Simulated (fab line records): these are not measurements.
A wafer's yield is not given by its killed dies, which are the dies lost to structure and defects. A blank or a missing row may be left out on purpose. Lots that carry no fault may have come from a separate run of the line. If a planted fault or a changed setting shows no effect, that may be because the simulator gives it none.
fab line records | flow sky130
record lots=12 wafers=36 last-day=50
route steps=708 shown DNWELL@43 SONOS_ONO@182 GATE_OXIDE@193 LDD_N@254
lots that met no fault: from a run of the same line without faults
start-h: hours from the record's first day to the start of the lot's first wafer shown | wait-h: hours elapsed since this lot's preceding step | " the same as in the row above | L1.1+2: one row covering several wafers at once | - no value, or no start was given | * or withheld: withheld | < > ~ a bound
route shown NAME@n: names a module that has steps shown in the file, with the first one's number in the route | usual: the fault-free wafers' mean and standard deviation | same: alike in all rows | chamber/n: place in a boat | sites: per-site readings | _std_site: standard deviation across them | _edge_site: mean of outer sites minus mean of inner sites | radius-mm: how far each site lies from the wafer's centre | mask NAME#n: copy n | behind: the tool/chamber that last shaped the wafer | hold: reason for holding the lot/hours on hold/outcome of the hold | device: the n, p or np transistor that did not switch | end of line: tests of these same wafers at the route's end | a step given without rows: its recipe and nothing more | killed: the dies lost at the first sort to structure and to defects; this is not the yield of the wafer | map: per-die view of a wafer (x killed, . not killed, _ where there is no die)
set.NAME: the setting as run; set.NAME@STEP: as run at that earlier step | model.NAME: the simulator's own value behind a step, which no gauge read
one table for each step of the route and one row for each wafer, over a sample of lots
services: a tool's chamber out of use, with start hour (start-h, from the record's first day; less than 0 if before it), hours out, and reason
## steps
# step SKY_DNWELL_STRIP_08
# recipe chemistry=O2/N2 power-w=1400 pressure-mtorr=1500 platen-temp-c=withheld o2-flow-sccm=3000 n2-flow-sccm=300 overash-fraction=0.5
# usual drypump-motor-current-A=5.6/0.58 oes-product-au=0.722/0.0046 strip-time-to-endpoint-s=37.05/0.1
# columns lot.wafer tool chamber start-h wait-h drypump-motor-current-A oes-product-au rf-hours-counter-h strip-time-to-endpoint-s
L401.1 plasma-asher-04 0 52.91 0.1 5.7 0.715 35 37.00
L401.2 " 1 " " 5.2 0.717 35 37.04
L401.3 " 0 " " 5.7 0.727 - 36.96
L402.2 plasma-asher-02 0 56.66 0.1 5.9 0.722 24 37.15
L402.3 " 0 " " 5.8 0.722 - 37.14
L402.5 " 0 " " 5.8 0.710 - 37.19
L403.2 plasma-asher-02 0 63.12 0.1 5.8 0.721 24 37.09
L403.3 " 1 " " 6.4 0.723 - 37.18
L403.6 " 0 " " 5.9 0.725 - 37.09
L405.4 plasma-asher-02 1 94.85 0.1 6.4 0.725 - 37.08
L405.5 " 1 " " 6.4 0.712 - 37.26
L405.6 " 0 " " 5.8 0.727 - 37.25
L412.1 plasma-asher-02 1 121.15 0.1 6.4 0.727 30 37.13
L412.5 " 1 " " 6.4 0.723 - 37.17
L412.6 " 0 " " 5.9 0.726 - 37.13
L415.1 plasma-asher-02 0 129.82 0.1 5.8 0.714 31 36.92
L415.3 " 1 " " 6.4 0.720 - 36.95
L415.4 " 0 " " 5.8 0.724 - 36.83
L416.1 plasma-asher-03 1 138.60 0.1 4.9 0.722 2 37.15
L416.5 " 0 " " 4.9 0.724 - 37.12
L416.6 " 1 " " 4.9 0.729 - 37.23
L417.1 plasma-asher-04 0 139.41 0.1 5.7 0.726 44 36.85
L417.2 " 1 " " 5.2 0.718 44 36.95
L417.6 " 0 " " 5.7 0.723 - 36.86
L418.1 plasma-asher-03 0 144.97 0.1 4.9 0.725 3 37.08
L418.3 " 1 " " 4.9 0.720 - 37.13
L418.5 " 0 " " 4.9 0.723 - 37.02
L419.1 plasma-asher-03 0 149.50 0.1 4.9 0.718 3 36.91
L419.3 " 0 " " 4.9 0.718 - 37.05
L419.6 " 1 " " 4.9 0.726 - 37.04
L420.1 plasma-asher-02 1 152.50 0.1 6.4 0.717 34 37.10
L420.3 " 1 " " 6.4 0.716 - 37.11
L420.4 " 0 " " 5.8 0.720 - 37.19
L423.1 plasma-asher-03 1 172.00 0.1 4.9 0.725 5 37.04
L423.4 " 0 " " 4.9 0.720 - 37.03
L423.6 " 1 " " 4.9 0.724 - 37.16
# step SKY_SONOS_ONO_OVL_MEAS_14
# usual SONOS_ONO_OVL=0.5/1.4
# columns lot.wafer tool chamber start-h wait-h SONOS_ONO_OVL[nm]
L401.1 overlay-02 - 273.03 0.1 3.0
L401.2 " - " " 1.9
L401.3 " - " " 3.2
L402.2 overlay-01 - 279.57 0.1 3.7
L402.3 " - " " 0.5
L402.5 " - " " 2.8
L403.2 overlay-02 - 289.14 0.1 -1.2
L403.3 " - " " 0.8
L403.6 " - " " -1.0
L405.4 overlay-02 - 344.58 0.1 -0.6
L405.5 " - " " 2.0
L405.6 " - " " 0.0
L412.1 overlay-01 - 385.70 0.1 0.2
L412.5 " - " " -1.6
L412.6 " - " " -2.4
L415.1 overlay-01 - 395.20 0.1 1.3
L415.3 " - " " 0.1
L415.4 " - " " 0.2
L416.1 overlay-01 - 405.68 0.1 3.0
L416.5 " - " " 1.4
L416.6 " - " " 1.2
L417.1 overlay-01 - 409.42 0.1 0.5
L417.2 " - " " 0.7
L417.6 " - " " -0.4
L418.1 overlay-01 - 415.43 0.1 0.6
L418.3 " - " " 0.3
L418.5 " - " " 2.7
L419.1 overlay-02 - 425.70 0.1 1.5
L419.3 " - " " 2.0
L419.6 " - " " -1.0
L420.1 overlay-02 - 432.67 0.1 -1.2
L420.3 " - " " -0.4
L420.4 " - " " -2.0
L423.1 overlay-02 - 460.42 0.1 3.3
L423.4 " - " " 2.0
L423.6 " - " " 2.7
# step SKY_GATE_OXIDE_SOFTBAKE_06
# recipe temp-c=90 time-s=60 resist=NOVOLAK
# usual heater-power-total-W=56.59/0.042 plate-temp-C=90.00/0.14 run-length-s=89.10/0.13
# columns lot.wafer tool chamber start-h wait-h heater-power-total-W plate-temp-C run-length-s
L401.1 litho-track-03 0 286.96 0.1 56.59 90.02 89.03
L401.2 " 0 " " 56.55 89.99 89.29
L401.3 " 0 " " 56.61 89.90 89.32
L402.2 litho-track-03 0 294.19 0.1 56.60 89.87 89.09
L402.3 " 0 " " 56.52 89.93 89.27
L402.5 " 0 " " 56.54 89.99 89.04
L403.2 litho-track-04 0 303.46 0.1 56.58 90.15 89.11
L403.3 " 0 " " 56.55 89.89 89.39
L403.6 " 0 " " 56.47 89.99 89.17
L405.4 litho-track-01 0 360.89 0.1 56.56 90.09 88.90
L405.5 " 0 " " 56.62 90.16 88.86
L405.6 " 0 " " 56.59 90.20 88.85
L412.1 litho-track-03 0 403.16 0.1 56.53 89.97 89.16
L412.5 " 0 " " 56.64 90.07 89.16
L412.6 " 0 " " 56.56 89.71 89.16
L415.1 litho-track-03 0 412.26 0.1 64.84 - 68.85
L415.3 " 0 " " 64.84 - 68.86
L415.4 " 0 " " 64.71 - 68.69
L416.1 litho-track-03 0 422.26 0.1 64.82 - 68.99
L416.5 " 0 " " 64.87 - 68.85
L416.6 " 0 " " 64.78 - 68.81
L417.1 litho-track-03 0 427.41 0.1 64.82 - 68.72
L417.2 " 0 " " 64.80 - 68.68
L417.6 " 0 " " 64.80 - 68.79
L418.1 litho-track-04 0 433.08 0.1 56.60 90.07 89.17
L418.3 " 0 " " 56.62 90.02 89.05
L418.5 " 0 " " 56.45 90.19 89.27
L419.1 litho-track-04 0 443.68 0.1 56.62 90.22 89.38
L419.3 " 0 " " 56.62 90.12 89.06
L419.6 " 0 " " 56.55 90.25 89.16
L420.1 litho-track-01 0 450.07 0.1 56.57 90.02 88.88
L420.3 " 0 " " 56.55 89.96 89.14
L420.4 " 0 " " 56.63 90.01 89.07
L423.1 litho-track-04 0 476.88 0.1 56.60 89.88 89.11
L423.4 " 0 " " 56.58 90.06 89.13
L423.6 " 0 " " 56.64 90.17 89.23
# step SKY_GATE_OXIDE_STRIP_13
# recipe chemistry=O2/N2 power-w=1400 pressure-mtorr=1500 platen-temp-c=withheld o2-flow-sccm=3000 n2-flow-sccm=300 overash-fraction=0.5
# usual drypump-motor-current-A=5.3/0.44 oes-product-au=0.715/0.0047 strip-time-to-endpoint-s=14.21/0.036
# columns lot.wafer tool chamber start-h wait-h drypump-motor-current-A oes-product-au rf-hours-counter-h strip-time-to-endpoint-s
L401.1 plasma-asher-03 0 300.08 0.0 4.9 0.713 16 14.25
L401.2 " 1 " " 4.9 0.714 16 14.24
L401.3 " 1 " " 4.9 0.714 - 14.22
L402.2 plasma-asher-01 0 307.70 0.0 6.0 0.711 62 14.27
L402.3 " 1 " " 4.9 0.714 - 14.25
L402.5 " 0 " " 6.0 0.714 - 14.28
L403.2 plasma-asher-01 0 316.38 0.0 6.0 0.715 63 14.18
L403.3 " 0 " " 6.0 0.719 - 14.20
L403.6 " 0 " " 6.1 0.718 - 14.26
L405.4 plasma-asher-01 0 374.89 0.0 6.0 0.716 - 14.22
L405.5 " 0 " " 6.0 0.717 - 14.18
L405.6 " 1 " " 4.9 0.705 - 14.20
L412.1 plasma-asher-04 0 418.02 0.0 5.7 0.724 71 14.23
L412.5 " 1 " " 5.2 0.719 - 14.27
L412.6 " 0 " " 5.7 0.721 - 14.21
L415.1 plasma-asher-03 0 427.97 0.0 4.9 0.716 27 14.31
L415.3 " 1 " " 4.9 0.708 - 14.32
L415.4 " 0 " " 4.9 0.709 - 14.29
L416.1 plasma-asher-03 1 437.81 0.0 4.9 0.714 28 14.32
L416.5 " 1 " " 4.9 0.709 - 14.31
L416.6 " 0 " " 4.9 0.720 - 14.34
L417.1 plasma-asher-04 0 442.25 0.0 5.7 0.711 1 14.31
L417.2 " 1 " " 5.2 0.714 1 14.32
L417.6 " 1 " " 5.2 0.722 - 14.33
L418.1 plasma-asher-04 1 448.91 0.0 5.2 0.720 2 14.13
L418.3 " 0 " " 5.7 0.716 - 14.15
L418.5 " 1 " " 5.2 0.709 - 14.12
L419.1 plasma-asher-01 1 459.80 0.0 4.9 0.710 76 14.19
L419.3 " 1 " " 4.9 0.706 - 14.21
L419.6 " 1 " " 4.9 0.714 - 14.24
L420.1 plasma-asher-01 1 465.72 0.0 5.0 0.721 77 14.15
L420.3 " 1 " " 5.0 0.716 - 14.18
L420.4 " 0 " " 6.1 0.720 - 14.22
L423.1 plasma-asher-01 0 492.28 0.0 6.0 0.706 79 14.22
L423.4 " 1 " " 4.9 0.716 - 14.18
L423.6 " 0 " " 6.0 0.708 - 14.22
# step SKY_LDD_N_TW_MEAS_17
# usual LDD_N_TW=2597/14
# columns lot.wafer tool chamber start-h wait-h LDD_N_TW
L401.1 film-metro-01 - 391.20 0.1 2581
L401.2 " - " " 2590
L401.3 " - " " 2591
L402.2 film-metro-04 - 399.23 0.1 2599
L402.3 " - " " 2604
L402.5 " - " " 2608
L403.2 film-metro-04 - 410.46 0.1 2607
L403.3 " - " " 2588
L403.6 " - " " 2609
L405.4 film-metro-01 - 474.35 0.1 2587
L405.5 " - " " 2601
L405.6 " - " " 2576
L412.1 film-metro-03 - 518.52 0.1 2603
L412.5 " - " " 2597
L412.6 " - " " 2600
L415.1 film-metro-03 - 529.13 0.1 2593
L415.3 " - " " 2611
L415.4 " - " " 2578
L416.1 film-metro-04 - 536.96 0.1 2609
L416.5 " - " " 2606
L416.6 " - " " 2590
L417.1 film-metro-04 - 542.45 0.1 2600
L417.2 " - " " 2599
L417.6 " - " " 2611
L418.1 film-metro-01 - 548.78 0.1 2589
L418.3 " - " " 2587
L418.5 " - " " 2592
L419.1 film-metro-03 - 557.78 0.1 2596
L419.3 " - " " 2583
L419.6 " - " " 2593
L420.1 film-metro-04 - 564.78 0.1 2620
L420.3 " - " " 2623
L420.4 " - " " 2610
L423.1 film-metro-03 - 590.75 0.1 2576
L423.4 " - " " 2585
L423.6 " - " " 2583
## services
# columns tool chamber start-h hours kind
plasma-asher-01 - 83.09 0.7 repair
plasma-asher-01 - 93.93 0.5 repair
plasma-asher-03 - 108.75 9.0 pm
plasma-asher-03 0 108.75 9.0 vent-cycle
plasma-asher-03 1 108.75 9.0 vent-cycle
plasma-asher-02 - 110.28 2.8 pm
plasma-asher-03 0 117.75 - clean
plasma-asher-03 1 117.75 - clean
plasma-asher-04 - 143.85 6.0 repair
plasma-asher-01 - 163.85 1.7 repair
plasma-asher-02 - 184.35 0.9 repair
plasma-asher-03 - 239.85 1.7 repair
plasma-asher-03 - 262.27 14.6 pm
plasma-asher-01 - 265.96 2.7 repair
plasma-asher-04 - 301.40 1.2 repair
plasma-asher-03 - 304.46 11.6 repair
plasma-asher-02 - 387.77 0.6 repair
plasma-asher-03 - 392.11 6.1 repair
plasma-asher-04 - 421.25 9.0 pm
plasma-asher-04 - 423.54 0.4 repair
plasma-asher-01 - 437.62 14.6 pm
plasma-asher-04 - 451.88 13.1 repair
plasma-asher-03 - 453.11 4.3 pm
plasma-asher-04 - 468.82 4.3 repair
## key
first-sign step=SKY_GATE_OXIDE_SOFTBAKE_06 reading=heater-power-total-W direction=up sigmas=99+ usual=* struck=*
effect step=SKY_GATE_OXIDE_SOFTBAKE_06 reading=run-length-s direction=down sigmas=99+ usual=* struck=*
effect step=SKY_GATE_OXIDE_STRIP_13 reading=strip-time-to-endpoint-s direction=up sigmas=2.9 usual=* struck=*
met-at SKY_GATE_OXIDE_SOFTBAKE_06
struck-lots L415,L416,L417
tester-left-out L415,L416,L417
not-acting-at SKY_DNWELL_STRIP_08,SKY_SONOS_ONO_OVL_MEAS_14,SKY_LDD_N_TW_MEAS_17
onset-between 403.16 412.26
fault kind=process-parameter-drift tool=litho-track-03 chamber=- onset-h=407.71 steps=SKY_GATE_OXIDE_SOFTBAKE_06 channel=time-s offset=* shape=step end-h=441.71 acts-in=* stated=*
# tester-left-out: of these lots the tester's yield and bins aren't shown, on N5 and GAA mostly nor the transistor test; their killed dies are dies lost to structure and defects alone, not to doping, threshold or leakage, so they don't give the yield
